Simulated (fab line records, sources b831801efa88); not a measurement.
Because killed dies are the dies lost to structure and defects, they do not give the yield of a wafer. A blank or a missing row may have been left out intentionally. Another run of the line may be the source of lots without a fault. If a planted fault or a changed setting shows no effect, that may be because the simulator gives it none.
Chamber matching :: flow gf180mcu :: GF_V3_CMP_04 on cmp-02: 4 sister chambers
The step polishes SiO2. 8 wafers are shown with their chamber, then 7 later ones without.

## WAFERS PAIRED WITH THEIR CHAMBERS
wafer: L996.5
chamber: 2
motorCurrentA (A): 13.0
edgeZonePressureFrac: 0.996

wafer: L107.3
chamber: 1
motorCurrentA (A): 10.3
edgeZonePressureFrac: 0.996

wafer: L107.4
chamber: 3
motorCurrentA (A): 11.3
edgeZonePressureFrac: 1.003

wafer: L108.2
chamber: 1
motorCurrentA (A): 10.1
edgeZonePressureFrac: 0.992

wafer: L108.4
chamber: 0
motorCurrentA (A): 10.1
edgeZonePressureFrac: 1.001

wafer: L108.5
chamber: 0
motorCurrentA (A): 10.0
edgeZonePressureFrac: 0.994

wafer: L111.1
chamber: 3
motorCurrentA (A): 11.6
edgeZonePressureFrac: 1.002

wafer: L111.3
chamber: 2
motorCurrentA (A): 13.2
edgeZonePressureFrac: 0.994

## WAFERS WHOSE CHAMBER IS MISSING
wafer: L111.6
motorCurrentA (A): 10.4
edgeZonePressureFrac: 0.996

wafer: L112.1
motorCurrentA (A): 10.9
edgeZonePressureFrac: 1.002

wafer: L112.3
motorCurrentA (A): 10.0
edgeZonePressureFrac: 1.000

wafer: L112.6
motorCurrentA (A): 12.8
edgeZonePressureFrac: 1.006

wafer: L114.3
motorCurrentA (A): 11.6
edgeZonePressureFrac: 1.008

wafer: L114.4
motorCurrentA (A): 12.5
edgeZonePressureFrac: 0.999

wafer: L114.5
motorCurrentA (A): 10.5
edgeZonePressureFrac: 1.006

## THE CHAMBER EACH PASSED THROUGH
wafer: L111.6
from the rows above: can't be placed: 1 or 0
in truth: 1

wafer: L112.1
from the rows above: can't be placed: 3 or 1
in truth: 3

wafer: L112.3
from the rows above: can't be placed: 0 or 1
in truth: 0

wafer: L112.6
from the rows above: 2
in truth: 2

wafer: L114.3
from the rows above: 3
in truth: 3

wafer: L114.4
from the rows above: 2
in truth: 2

wafer: L114.5
from the rows above: can't be placed: 0 or 1
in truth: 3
3 of 7 placed correctly. Unplaceable from these rows: 4, with the true chamber sitting among the candidates in 3. 0 placed wrongly.
How it was worked out, from the rows above alone: a wafer's distance from a chamber is the root of the sum, over the readings, of the square of ((its reading less the chamber's mean) divided by the reading's scatter). If the next closest chamber is less than 2 further off than the closest, the wafer can't be placed; otherwise it belongs to the closest. For every chamber, the mean is computed from those of its wafers that are shown. The scatter: the root of (the sum of the squares of (reading less its chamber's mean) over the shown wafers, divided by (wafers less chambers)).
